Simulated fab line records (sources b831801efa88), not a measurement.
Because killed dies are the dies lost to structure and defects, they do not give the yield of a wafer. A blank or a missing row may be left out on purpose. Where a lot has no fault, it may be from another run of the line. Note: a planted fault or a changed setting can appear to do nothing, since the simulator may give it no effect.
2 desks looking at one fault + flow gf180mcu + what lay behind the numbers comes last; until then each desk has only its own

THE TOOL OWNER'S DESK: pvd sputter-01
The tool's own readings at GF_MIM_SPUTTER_07 (material TiN, target thk 60 nm, time 50 s): means of the sampled wafers that have a number, for each lot that ran on this tool. A lot is out of limits, marked OUT, if its mean lies more than 4 standard deviations from the usual mean; the brackets give that distance.
Columns: A = throttle valve pct at GF_MIM_SPUTTER_07, usual 29.9 %
| lot  | first seen here | A    |
|------|-----------------|------|
| L264 | day 24 18:43    | 30.3 |
| L278 | day 29 19:22    | 30.1 |
| L279 | day 29 21:20    | 30.2 |
| L286 | day 31 15:46    | 30.4 |
This desk's verdict: no lot among the 4 shows anything out of limits.

FROM THE METROLOGY DESK
What the gauges read, lot by lot, whatever tool the lot ran on: means of the sampled wafers that have a number. A lot is out of limits, marked OUT, if its mean lies more than 4 standard deviations from the usual mean; the brackets give that distance.
Columns: A = V4_CVD_02_THK at GF_V4_THK_MEAS_03, usual 851 nm
| lot  | first seen here | A   |
|------|-----------------|-----|
| L263 | day 23 12:29    | 840 |
| L264 | day 23 18:13    | 848 |
| L265 | day 24 04:37    | 850 |
| L266 | day 24 09:37    | 858 |
| L270 | day 25 23:20    | 849 |
| L271 | day 26 05:06    | 845 |
| L272 | day 26 11:38    | 852 |
| L275 | day 27 12:35    | 846 |
| L276 | day 27 17:06    | 870 |
| L278 | day 28 21:22    | 860 |
| L279 | day 28 23:44    | 846 |
| L285 | day 30 12:13    | 841 |
| L286 | day 30 20:05    | 835 |
This desk's verdict: no lot among the 13 shows anything out of limits.

BROUGHT TOGETHER
The desk of the tool owner found nothing out of limits.
The metrology desk saw nothing out of limits.

WHAT THE SIMULATOR PUT IN
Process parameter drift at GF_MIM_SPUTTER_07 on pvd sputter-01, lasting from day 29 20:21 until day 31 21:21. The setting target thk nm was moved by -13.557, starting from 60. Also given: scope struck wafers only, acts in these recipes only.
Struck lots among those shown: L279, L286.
